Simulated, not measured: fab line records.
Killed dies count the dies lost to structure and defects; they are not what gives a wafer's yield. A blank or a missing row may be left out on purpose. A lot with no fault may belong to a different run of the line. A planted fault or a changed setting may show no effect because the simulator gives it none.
One fault seen from 2 desks :: flow gf180mcu :: what lay behind the numbers comes last; until then each desk has only its own

== FROM THE METROLOGY DESK ==
What the gauges read for every lot (on any tool): the sampled wafers with a number, averaged. The brackets show how far a lot's mean lies from the usual mean; more than 4 standard deviations puts the lot out of limits, marked OUT.
Columns: A = VT_IMPLANT_01_OVL at GF_VT_IMPLANT_OVL_MEAS_18, usual -0.1 nm; B = VT_IMPLANT_2_TW at GF_VT_IMPLANT_TW_MEAS_21, usual 1214; C = NSD_TW at GF_NSD_TW_MEAS_12, usual 4224
lot: L483
first seen here: day 6 14:04
A: -0.2
B: 1197
C: 4185

lot: L484
first seen here: day 6 20:26
A: -0.6
B: 1200
C: 4149

lot: L486
first seen here: day 7 07:58
A: -0.4
B: 1224
C: 4157

lot: L488
first seen here: day 8 07:15
A: -2.0
B: 1214
C: 4262

lot: L490
first seen here: day 8 10:04
A: 0.3
B: 1220
C: 4206

lot: L491
first seen here: day 8 23:13
A: 3.1
B: 1195
C: 4180

lot: L492
first seen here: day 9 02:37
A: -1.8
B: 828 (-39) OUT
C: 4198

lot: L493
first seen here: day 9 07:06
A: -1.7
B: 1224
C: 4268

lot: L494
first seen here: day 9 12:01
A: -1.5
B: 828 (-39) OUT
C: 4302

lot: L495
first seen here: day 9 18:33
A: 0.9
B: 418 (-80) OUT
C: 4266

lot: L499
first seen here: day 10 21:40
A: 0.5
B: 1219
C: 4155

lot: L504
first seen here: day 12 02:37
A: 1.5
B: 1215
C: 4267

lot: L505
first seen here: day 12 09:23
A: 1.9
B: 1215
C: 4179
This desk reports L492, L494, L495 out of limits; the earliest was L492 at day 9 02:54 (VT_IMPLANT_2_TW at GF_VT_IMPLANT_TW_MEAS_21). Within limits: L483, L484, L486, L488, L490, L491, L493, L499, L504, L505.

== AT THE TOOL OWNER'S DESK: litho track-01 ==
The tool's own readings at GF_VT_IMPLANT_DEVELOP_17 (develop time 60 s): means of the sampled wafers that have a number, for each lot that ran on this tool. The brackets show how far a lot's mean lies from the usual mean; more than 4 standard deviations puts the lot out of limits, marked OUT.
Columns: A = exhaust pa at GF_VT_IMPLANT_DEVELOP_17, usual 45.1 Pa
lot: L483
first seen here: day 6 13:56
A: 44.6

lot: L488
first seen here: day 8 07:06
A: 45.7

lot: L490
first seen here: day 8 09:57
A: 44.7

lot: L491
first seen here: day 8 23:05
A: 46.0

lot: L492
first seen here: day 9 02:29
A: 44.5

lot: L494
first seen here: day 9 11:53
A: 45.2

lot: L495
first seen here: day 9 18:24
A: 44.5
This desk's finding: nothing out of limits on any of the 7 lots.

== TAKEN TOGETHER ==
Metrology desk: alarm possible at day 9 02:54 on L492, L494, L495.
The tool owner's desk saw nothing out of limits.
On record at the tool owner's desk: L492, L494, L495, within its limits.
On litho track-01, each named lot ran GF_VT_IMPLANT_DEVELOP_17.

== WHAT THE SIMULATOR HAD INSERTED ==
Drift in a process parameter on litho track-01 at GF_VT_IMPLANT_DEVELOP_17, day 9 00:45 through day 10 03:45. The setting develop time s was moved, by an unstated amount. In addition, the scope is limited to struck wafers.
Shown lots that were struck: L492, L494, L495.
Delay in hours, fault start to first out-of-limits reading, per desk: metrology desk 2.
